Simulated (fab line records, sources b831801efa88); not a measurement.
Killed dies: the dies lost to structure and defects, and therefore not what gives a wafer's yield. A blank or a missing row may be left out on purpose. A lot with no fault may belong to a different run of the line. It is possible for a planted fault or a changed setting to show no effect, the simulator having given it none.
fab line records    flow sky130
record: lots: 12  wafers: 36  last_day: 50
route steps=708 shown CAP2M@615 VIA4@650 METAL5@677 PASSIVATION@683 PAD_OPEN@708
lots with no fault: from the same line, run without faults
start_h: hours from the record's opening day to when the first of the lot's shown wafers began    wait_h: how many hours have passed since the lot's step before this one    " unchanged from the row above    L1.1+2: one row covering several wafers at once    - no value present, or no start provided    * or withheld: withheld    < > ~ a bound
route shown NAME@n: NAME is a module with steps in the file, n the number in the route of the first one    usual: mean and standard deviation over wafers with no fault    same: alike in all rows    chamber/n: place in a boat    sites: each site's reading    _std_site: how widely they spread, as a standard deviation    _edge_site: inner sites' mean taken away from outer sites' mean    radius_mm: for every site, how far away it sits from the centre of the wafer    mask NAME#n: copy n    behind: the most recent tool/chamber to have shaped the wafer    hold: why the lot went on hold/how many hours it stayed there/how the hold came to an end    device: which transistor (n, p or np) failed to switch    end of line: at the end of the route, the tests of the same wafers    a step with no rows: only its recipe    killed: the dies lost at the first sort to structure and to defects; this is not the yield of the wafer    map: a wafer's dies, x killed, . not, _ none there
set.NAME: setting as actually run; set.NAME@STEP: the setting as run at that earlier step    model.NAME: the simulator's own value behind a step, which no gauge read
one table for each step of the route and one row for each wafer, over a sample of lots
services: a tool's chamber out of use, with start hour (start_h, from the record's first day; less than 0 if before it), hours out, and reason
== steps ==
step: SKY_CAP2M_OVL_MEAS_12
usual: CAP2M_OVL: -0.5/1.4
lot.wafer  tool        chamber  start_h  wait_h  CAP2M_OVL[nm]
L943.1     overlay-02  -        970.02   0.1     -0.1
L943.3     "           -        "        "       -1.4
L943.6     "           -        "        "       0.5
L944.1     overlay-01  -        976.05   0.1     -0.2
L944.2     "           -        "        "       -1.1
L944.3     "           -        "        "       -2.0
L946.1     overlay-01  -        987.63   0.1     0.5
L946.4     "           -        "        "       1.7
L946.5     "           -        "        "       1.3
L947.1     overlay-02  -        996.98   0.1     0.2
L947.2     "           -        "        "       -2.1
L947.3     "           -        "        "       -2.1
L949.3     overlay-02  -        1013.49  0.1     0.8
L949.4     "           -        "        "       -1.6
L949.6     "           -        "        "       0.5
L950.2     overlay-02  -        1027.19  0.1     -0.3
L950.4     "           -        "        "       0.4
L950.5     "           -        "        "       0.3
L951.1     overlay-01  -        1044.35  0.1     1.7
L951.2     "           -        "        "       -1.9
L951.4     "           -        "        "       0.5
L957.3     overlay-01  -        1068.01  0.1     -0.3
L957.5     "           -        "        "       1.1
L957.6     "           -        "        "       -0.6
L958.2     overlay-01  -        1071.66  0.1     -1.4
L958.3     "           -        "        "       0.1
L958.5     "           -        "        "       -3.5
L959.2     overlay-01  -        1075.29  0.1     1.7
L959.3     "           -        "        "       1.9
L959.5     "           -        "        "       1.1
L965.2     overlay-01  -        1108.08  0.1     -0.8
L965.3     "           -        "        "       -1.2
L965.5     "           -        "        "       0.1
L966.1     overlay-01  -        1112.63  0.1     -0.3
L966.4     "           -        "        "       0.7
L966.5     "           -        "        "       -2.6
step: SKY_VIA4_OVL_MEAS_11
usual: VIA4_OVL: 1.2/1.4
lot.wafer  tool        chamber  start_h  wait_h  VIA4_OVL[nm]
L943.1     overlay-02  -        1020.07  0.1     4.0
L943.3     "           -        "        "       3.6
L943.6     "           -        "        "       1.6
L944.1     overlay-02  -        1026.23  0.1     3.6
L944.2     "           -        "        "       4.5
L944.3     "           -        "        "       2.7
L946.1     overlay-02  -        1036.95  0.1     -0.1
L946.4     "           -        "        "       -0.9
L946.5     "           -        "        "       -2.3
L947.1     overlay-02  -        1045.63  0.1     1.4
L947.2     "           -        "        "       0.3
L947.3     "           -        "        "       1.7
L949.3     overlay-01  -        1061.96  0.1     2.5
L949.4     "           -        "        "       0.6
L949.6     "           -        "        "       1.9
L950.2     overlay-01  -        1073.89  0.1     2.7
L950.4     "           -        "        "       0.4
L950.5     "           -        "        "       1.1
L951.1     overlay-01  -        1090.58  0.1     4.5
L951.2     "           -        "        "       0.4
L951.4     "           -        "        "       -0.8
L957.3     overlay-02  -        1111.74  0.1     -0.7
L957.5     "           -        "        "       -0.1
L957.6     "           -        "        "       -0.3
L958.2     overlay-02  -        1115.43  0.1     1.6
L958.3     "           -        "        "       0.3
L958.5     "           -        "        "       2.3
L959.2     overlay-01  -        1119.04  0.1     3.4
L959.3     "           -        "        "       2.4
L959.5     "           -        "        "       2.1
L965.2     overlay-01  -        1149.36  0.1     0.1
L965.3     "           -        "        "       -0.3
L965.5     "           -        "        "       1.3
L966.1     overlay-01  -        1154.93  0.1     0.4
L966.4     "           -        "        "       0.7
L966.5     "           -        "        "       1.1
step: SKY_METAL5_STRIP_16
recipe: chemistry: O2/N2  power_w: 1400  pressure_mtorr: 1500  platen_temp_c: withheld  o2_flow_sccm: 3000  n2_flow_sccm: 300  overash_fraction: 0.5
usual: drypump_motor_current_A: 6.0/0.61  oes_product_au: 0.711/0.0044  strip_time_to_endpoint_s: 13.15/0.095
lot.wafer  tool             chamber  start_h  wait_h  drypump_motor_current_A  oes_product_au  rf_hours_counter_h  strip_time_to_endpoint_s
L943.1     plasma_asher-04  1        1043.87  0.2     6.0                      0.713           123                 13.22
L943.3     "                0        "        "       6.5                      0.701           -                   13.18
L943.6     "                0        "        "       6.5                      0.716           -                   13.25
L944.1     plasma_asher-01  0        1050.47  0.2     6.4                      0.718           64                  13.22
L944.2     "                1        "        "       5.7                      0.708           64                  13.19
L944.3     "                0        "        "       6.5                      0.721           -                   13.23
L946.1     plasma_asher-02  0        1061.12  0.2     5.1                      0.710           97                  13.10
L946.4     "                0        "        "       5.1                      0.708           -                   13.03
L946.5     "                0        "        "       5.1                      0.703           -                   13.04
L947.1     plasma_asher-02  0        1069.79  0.4     5.1                      0.707           98                  12.95
L947.2     "                1        "        "       6.6                      0.709           98                  13.05
L947.3     "                0        "        "       5.1                      0.720           -                   12.93
L949.3     plasma_asher-01  1        1085.13  0.1     5.7                      0.714           -                   13.28
L949.4     "                0        "        "       6.4                      0.712           -                   13.15
L949.6     "                0        "        "       6.5                      0.713           -                   13.22
L950.2     plasma_asher-02  0        1096.97  0.2     5.1                      0.715           100                 13.23
L950.4     "                1        "        "       6.6                      0.718           -                   13.22
L950.5     "                0        "        "       5.1                      0.709           -                   13.22
L951.1     plasma_asher-02  0        1112.52  0.2     5.1                      0.709           102                 13.22
L951.2     "                1        "        "       6.7                      0.712           102                 13.25
L951.4     "                1        "        "       6.6                      0.704           -                   13.23
L957.3     plasma_asher-04  1        1133.75  0.1     6.0                      0.713           -                   13.12
L957.5     "                0        "        "       6.5                      0.715           -                   13.15
L957.6     "                1        "        "       6.0                      0.713           -                   13.14
L958.2     plasma_asher-02  0        1137.22  0.2     5.1                      0.709           105                 13.18
L958.3     "                0        "        "       5.1                      0.712           -                   13.13
L958.5     "                1        "        "       6.6                      0.709           -                   13.14
L959.2     plasma_asher-04  0        1140.79  0.3     6.5                      0.713           8                   13.19
L959.3     "                1        "        "       6.0                      0.708           -                   13.26
L959.5     "                1        "        "       6.0                      0.710           -                   13.22
L965.2     plasma_asher-04  1        1169.42  0.2     6.0                      0.713           11                  13.21
L965.3     "                0        "        "       6.5                      0.710           -                   13.16
L965.5     "                0        "        "       6.6                      0.722           -                   13.11
L966.1     plasma_asher-02  1        1173.97  0.2     6.6                      0.713           108                 13.13
L966.4     "                1        "        "       6.6                      0.709           -                   13.09
L966.5     "                0        "        "       5.1                      0.705           -                   13.11
step: SKY_PASSIVATION_CVD_02
recipe: material: Si3N4  target_thk_nm: 540  temp_c: 400  time_s: withheld  rf_w: 450
usual: heater_power_w: 672/74
lot.wafer  tool      chamber  start_h  wait_h  heater_power_w
L943.1     pecvd-01  0        1044.54  0.1     712
L943.3     "         2        "        "       741
L943.6     "         0        "        "       560
L944.1     pecvd-03  2        1051.14  0.1     618
L944.2     "         0        "        "       704
L944.3     "         1        "        "       651
L946.1     pecvd-03  2        1061.86  0.1     584
L946.4     "         2        "        "       610
L946.5     "         1        "        "       606
L947.1     pecvd-01  2        1070.50  0.1     631
L947.2     "         1        "        "       616
L947.3     "         2        "        "       674
L949.3     pecvd-01  1        1085.77  0.0     601
L949.4     "         1        "        "       651
L949.6     "         2        "        "       602
L950.2     pecvd-03  2        1097.66  0.0     635
L950.4     "         1        "        "       672
L950.5     "         0        "        "       819
L951.1     pecvd-02  2        1113.19  0.1     670
L951.2     "         0        "        "       642
L951.4     "         2        "        "       743
L957.3     pecvd-02  1        1134.39  0.0     687
L957.5     "         1        "        "       683
L957.6     "         0        "        "       651
L958.2     pecvd-02  0        1137.92  0.0     684
L958.3     "         1        "        "       708
L958.5     "         1        "        "       544
L959.2     pecvd-02  0        1141.47  0.0     663
L959.3     "         1        "        "       710
L959.5     "         0        "        "       735
L965.2     pecvd-03  2        1170.22  0.0     602
L965.3     "         1        "        "       649
L965.5     "         1        "        "       658
L966.1     pecvd-03  2        1174.72  0.1     619
L966.4     "         1        "        "       695
L966.5     "         0        "        "       761
step: SKY_PASSIVATION_THK_MEAS_03
recipe: reads: Si3N4_of_PASSIVATION_CVD_02
usual: PASSIVATION_CVD_02_THK: 541/7.1
lot.wafer  tool           chamber  start_h  wait_h  PASSIVATION_CVD_02_THK[nm]
L943.1     film_metro-02  -        1044.77  -       529
L943.3     "              -        "        "       531
L943.6     "              -        "        "       534
L944.1     film_metro-04  -        1051.37  -       539
L944.2     "              -        "        "       525
L944.3     "              -        "        "       535
L946.1     film_metro-01  -        1062.08  -       544
L946.4     "              -        "        "       541
L946.5     "              -        "        "       560
L947.1     film_metro-02  -        1070.84  -       534
L947.2     "              -        "        "       532
L947.3     "              -        "        "       546
L949.3     film_metro-04  -        1086.01  -       527
L949.4     "              -        "        "       533
L949.6     "              -        "        "       539
L950.2     film_metro-01  -        1097.90  -       534
L950.4     "              -        "        "       549
L950.5     "              -        "        "       543
L951.1     film_metro-01  -        1113.53  -       534
L951.2     "              -        "        "       539
L951.4     "              -        "        "       539
L957.3     film_metro-01  -        1134.64  -       538
L957.5     "              -        "        "       552
L957.6     "              -        "        "       550
L958.2     film_metro-01  -        1138.16  -       547
L958.3     "              -        "        "       601
L958.5     "              -        "        "       610
L959.2     film_metro-04  -        1141.82  -       538
L959.3     "              -        "        "       606
L959.5     "              -        "        "       548
L965.2     film_metro-02  -        1170.46  -       535
L965.3     "              -        "        "       539
L965.5     "              -        "        "       544
L966.1     film_metro-02  -        1174.95  -       538
L966.4     "              -        "        "       541
L966.5     "              -        "        "       539
step: SKY_PAD_OPEN_PROBE_99
usual: defect_limited_yield: 82.3/2.2  killed_at_M0_to_M3: 43/7.3  killed_at_M4_up: 3.2/1.9  killed_at_contacts: 25/5.4  killed_at_front_end: 16/4.4  killed_at_other: 0.4/0.66  killed_dies: 87/11  killed_open: 48/7.9  killed_short: 39/6.5  sort_bin_3_pad_short: 0.8/0.43  sort_bin_5_function: 10.5/1.6  sort_bin_6_memory: 6.4/1.2  sort_n_pass: 405/11  sort_yield_pct: 82.3/2.2
same: gross_dies: 492  killed_at_back_side: 0  sort_bin_4_leakage[%]: 0  sort_bin_8_speed[%]: 0
lot.wafer  tool       chamber  start_h  wait_h  defect_limited_yield[%]  killed_at_M0_to_M3  killed_at_M4_up  killed_at_contacts  killed_at_front_end  killed_at_other  killed_dies  killed_open  killed_short  sort_bin_3_pad_short[%]  sort_bin_5_function[%]  sort_bin_6_memory[%]  sort_n_pass  sort_yield_pct[%]
L944.1     prober-01  -        1096.60  0.1     81.7                     41                  1                25                  23                   0                90           50           40            0.6                      12.0                    5.7                   402          81.7
L944.2     prober-01  -        1096.65  0.1     80.9                     55                  6                20                  13                   0                94           46           48            1.0                      12.4                    5.7                   398          80.9
L944.3     prober-01  -        1096.70  0.2     83.3                     39                  4                21                  18                   0                82           47           35            1.0                      10.6                    5.1                   410          83.3
L946.1     prober-02  -        1107.52  0.1     82.7                     35                  6                29                  14                   1                85           45           40            0.8                      9.1                     7.3                   407          82.7
L946.4     prober-02  -        1107.67  0.2     81.3                     46                  2                27                  17                   0                92           55           37            1.4                      12.4                    4.9                   400          81.3
L946.5     prober-02  -        1107.72  0.2     79.1                     52                  3                29                  19                   0                103          63           40            1.4                      12.2                    7.3                   389          79.1
L947.1     prober-01  -        1115.62  0.1     81.3                     49                  1                26                  16                   0                92           54           38            0.6                      11.8                    6.3                   400          81.3
L947.2     prober-01  -        1115.67  0.1     85.4                     35                  1                25                  10                   1                72           36           34            1.2                      6.9                     6.5                   420          85.4
L947.3     prober-01  -        1115.72  0.2     81.7                     45                  3                21                  21                   0                90           47           42            0.8                      10.8                    6.7                   402          81.7
L949.3     prober-02  -        1129.76  0.2     78.3                     55                  3                33                  16                   0                107          61           46            1.8                      12.4                    7.5                   385          78.3
L949.4     prober-02  -        1129.81  0.2     77.8                     56                  7                30                  14                   2                109          62           47            0.6                      13.8                    7.7                   383          77.8
L949.6     prober-02  -        1129.91  0.2     82.3                     48                  2                29                  8                    0                87           52           35            1.2                      11.2                    5.3                   405          82.3
L957.3     prober-02  -        1174.93  0.2     83.3                     42                  2                23                  15                   0                82           43           39            0.4                      11.0                    5.3                   410          83.3
L957.5     prober-02  -        1175.03  0.2     79.5                     46                  2                36                  16                   1                101          57           44            0.6                      12.2                    7.7                   391          79.5
L957.6     prober-02  -        1175.08  0.2     80.1                     48                  1                32                  17                   0                98           59           39            0.6                      11.8                    7.5                   394          80.1
L958.3     prober-01  -        1178.54  0.2     80.1                     50                  5                22                  21                   0                98           40           58            1.6                      12.0                    6.3                   394          80.1
L958.5     prober-01  -        1178.64  0.2     81.1                     48                  1                29                  15                   0                93           56           36            0.8                      12.0                    6.1                   399          81.1
L959.2     prober-02  -        1179.98  0.1     80.9                     45                  4                26                  19                   0                94           51           43            1.4                      11.4                    6.3                   398          80.9
L959.3     prober-02  -        1180.03  0.2     85.0                     42                  3                17                  12                   0                74           45           29            1.0                      7.3                     6.7                   418          85.0
killed by level:class
L944.1 VIA1:geometric_particle:open=13 CONTACT:geometric_particle:open=9 LI_CONTACT:geometric_particle:open=8 VIA1:geometric_particle:short=7 FIELD_ISO:geometric_particle:short=6 POLY_GATE:geometric_particle:open=6 POLY_GATE:geometric_particle:short=6 VIA2:geometric_particle:open=6
L944.2 VIA1:geometric_particle:open=15 VIA3:geometric_particle:open=8 VIA3:geometric_particle:short=7 LI_CONTACT:geometric_particle:open=6 CONTACT:geometric_particle:open=6 METAL2:geometric_particle:short=6 METAL1:geometric_particle:short=5 METAL4:geometric_particle:short=5
L944.3 VIA1:geometric_particle:open=11 POLY_GATE:geometric_particle:open=7 LOCAL_INTERCONNECT:geometric_particle:short=7 CONTACT:geometric_particle:open=7 VIA3:geometric_particle:open=6 VIA1:geometric_particle:short=6 POLY_GATE:geometric_particle:short=4 LI_CONTACT:geometric_particle:open=4
L946.1 VIA1:geometric_particle:open=11 CONTACT:geometric_particle:open=11 FIELD_ISO:geometric_particle:open=6 VIA2:geometric_particle:open=5 LI_CONTACT:geometric_particle:open=5 CONTACT:geometric_particle:short=5 METAL3:geometric_particle:short=5 METAL4:geometric_particle:short=5
L946.4 VIA2:geometric_particle:open=12 CONTACT:geometric_particle:open=11 LI_CONTACT:geometric_particle:open=8 METAL2:geometric_particle:short=8 VIA1:geometric_particle:open=7 FIELD_ISO:geometric_particle:open=6 CONTACT:geometric_particle:short=6 METAL1:geometric_particle:short=6
L946.5 VIA1:geometric_particle:open=16 CONTACT:geometric_particle:open=13 LI_CONTACT:geometric_particle:open=9 VIA2:geometric_particle:open=7 METAL2:geometric_particle:short=6 FIELD_ISO:geometric_particle:short=5 VIA3:geometric_particle:short=5 VIA1:geometric_particle:short=5
L947.1 VIA1:geometric_particle:open=13 LI_CONTACT:geometric_particle:open=11 VIA1:geometric_particle:short=7 VIA3:geometric_particle:open=7 CONTACT:geometric_particle:open=6 FIELD_ISO:geometric_particle:short=5 METAL1:geometric_particle:short=5 METAL2:geometric_particle:open=5
L947.2 VIA1:geometric_particle:open=11 LI_CONTACT:geometric_particle:open=8 CONTACT:geometric_particle:short=6 VIA2:geometric_particle:open=6 LI_CONTACT:geometric_particle:short=4 POLY_GATE:geometric_particle:short=3 LOCAL_INTERCONNECT:geometric_particle:short=3 CONTACT:geometric_particle:open=3
L947.3 VIA1:geometric_particle:open=10 FIELD_ISO:geometric_particle:open=7 CONTACT:geometric_particle:open=7 VIA2:geometric_particle:open=6 VIA1:geometric_particle:short=6 FIELD_ISO:geometric_particle:short=5 LOCAL_INTERCONNECT:geometric_particle:short=5 VIA3:geometric_particle:open=5
L949.3 CONTACT:geometric_particle:open=18 VIA1:geometric_particle:open=15 METAL1:geometric_particle:short=8 VIA2:geometric_particle:open=8 CONTACT:geometric_particle:short=7 VIA3:geometric_particle:open=6 METAL2:geometric_particle:short=6 FIELD_ISO:geometric_particle:short=5
L949.4 VIA1:geometric_particle:open=16 CONTACT:geometric_particle:open=13 VIA3:geometric_particle:open=7 METAL4:geometric_particle:short=7 FIELD_ISO:geometric_particle:open=6 LI_CONTACT:geometric_particle:open=6 METAL2:geometric_particle:short=6 LOCAL_INTERCONNECT:geometric_particle:short=5
L949.6 CONTACT:geometric_particle:open=10 LI_CONTACT:geometric_particle:open=9 VIA1:geometric_particle:open=9 VIA3:geometric_particle:open=8 VIA2:geometric_particle:open=6 LI_CONTACT:geometric_particle:short=5 METAL2:geometric_particle:short=5 VIA2:geometric_particle:short=5
L957.3 CONTACT:geometric_particle:open=11 VIA1:geometric_particle:open=8 POLY_GATE:geometric_particle:open=6 LOCAL_INTERCONNECT:geometric_particle:short=6 VIA1:geometric_particle:short=5 VIA2:geometric_particle:open=5 METAL2:geometric_particle:short=5 VIA3:geometric_particle:open=5
L957.5 CONTACT:geometric_particle:open=20 VIA1:geometric_particle:open=8 VIA3:geometric_particle:open=7 METAL2:geometric_particle:short=6 LI_CONTACT:geometric_particle:open=5 LOCAL_INTERCONNECT:geometric_particle:short=5 VIA3:geometric_particle:short=5 FIELD_ISO:geometric_particle:short=4
L957.6 VIA2:geometric_particle:open=12 CONTACT:geometric_particle:open=9 POLY_GATE:geometric_particle:open=9 LI_CONTACT:geometric_particle:open=9 METAL1:geometric_particle:short=9 VIA1:geometric_particle:open=6 VIA3:geometric_particle:short=5 FIELD_ISO:geometric_particle:open=4
L958.3 VIA1:geometric_particle:open=11 FIELD_ISO:geometric_particle:short=9 METAL3:geometric_particle:short=7 VIA2:geometric_particle:open=6 METAL1:geometric_particle:short=5 POLY_GATE:geometric_particle:short=5 LI_CONTACT:geometric_particle:open=5 CONTACT:geometric_particle:short=5
L958.5 LI_CONTACT:geometric_particle:open=13 VIA3:geometric_particle:open=12 VIA1:geometric_particle:open=10 CONTACT:geometric_particle:open=7 FIELD_ISO:geometric_particle:open=5 METAL2:geometric_particle:short=5 METAL1:geometric_particle:short=5 CONTACT:geometric_particle:short=4
L959.2 CONTACT:geometric_particle:open=10 VIA3:geometric_particle:open=9 FIELD_ISO:geometric_particle:short=5 CONTACT:geometric_particle:short=5 VIA1:geometric_particle:open=5 LI_CONTACT:geometric_particle:open=5 VIA2:geometric_particle:open=5 POLY_GATE:geometric_particle:open=4
L959.3 VIA3:geometric_particle:open=9 VIA1:geometric_particle:open=9 CONTACT:geometric_particle:open=8 METAL1:geometric_particle:short=7 VIA1:geometric_particle:short=5 FIELD_ISO:geometric_particle:open=4 LI_CONTACT:geometric_particle:open=4 POLY_GATE:geometric_particle:short=3
== services ==
tool             chamber  start_h  hours  kind
pecvd-03         1        1032.78  5.0    scheduled_down
plasma_asher-04  -        1055.25  9.0    pm
plasma_asher-04  0        1055.25  9.0    vent_cycle
plasma_asher-04  1        1055.25  9.0    vent_cycle
plasma_asher-02  -        1061.71  6.2    repair
pecvd-02         2        1063.26  5.5    repair
pecvd-03         -        1063.69  0.7    repair
plasma_asher-04  0        1064.25  -      clean
plasma_asher-04  1        1064.25  -      clean
plasma_asher-01  -        1065.05  4.9    repair
pecvd-01         0        1068.23  6.6    repair
pecvd-02         2        1071.80  2.1    scheduled_down
plasma_asher-02  -        1075.37  2.5    repair
plasma_asher-02  -        1075.81  2.1    repair
pecvd-02         0        1083.47  -      clean
pecvd-02         0        1083.47  29.5   scheduled_down
pecvd-02         0        1083.47  29.5   vent_cycle
plasma_asher-01  -        1105.10  13.4   repair
pecvd-03         -        1109.75  0.8    repair
pecvd-02         1        1112.97  5.5    scheduled_down
plasma_asher-01  -        1116.39  9.5    repair
pecvd-03         1        1126.19  2.1    scheduled_down
pecvd-02         2        1138.31  5.5    scheduled_down
pecvd-02         0        1160.32  4.3    repair
== key ==
first_sign: step: SKY_PASSIVATION_THK_MEAS_03  reading: PASSIVATION_CVD_02_THK  direction: up  sigmas: 9.2  usual: 541  struck: 606
effect none on later readings
met_at SKY_PASSIVATION_CVD_02
struck_lots L958,L959
struck_wafers L958.3,L958.5,L959.3
not_acting_at SKY_CAP2M_OVL_MEAS_12,SKY_VIA4_OVL_MEAS_11,SKY_METAL5_STRIP_16
onset_between 1134.39 1137.92
fault: kind: process_parameter_drift  tool: pecvd-02  chamber: 1  onset_h: 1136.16  steps: SKY_PASSIVATION_CVD_02  channel: time_s  offset: withheld  shape: step  end_h: 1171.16  acts_in: *
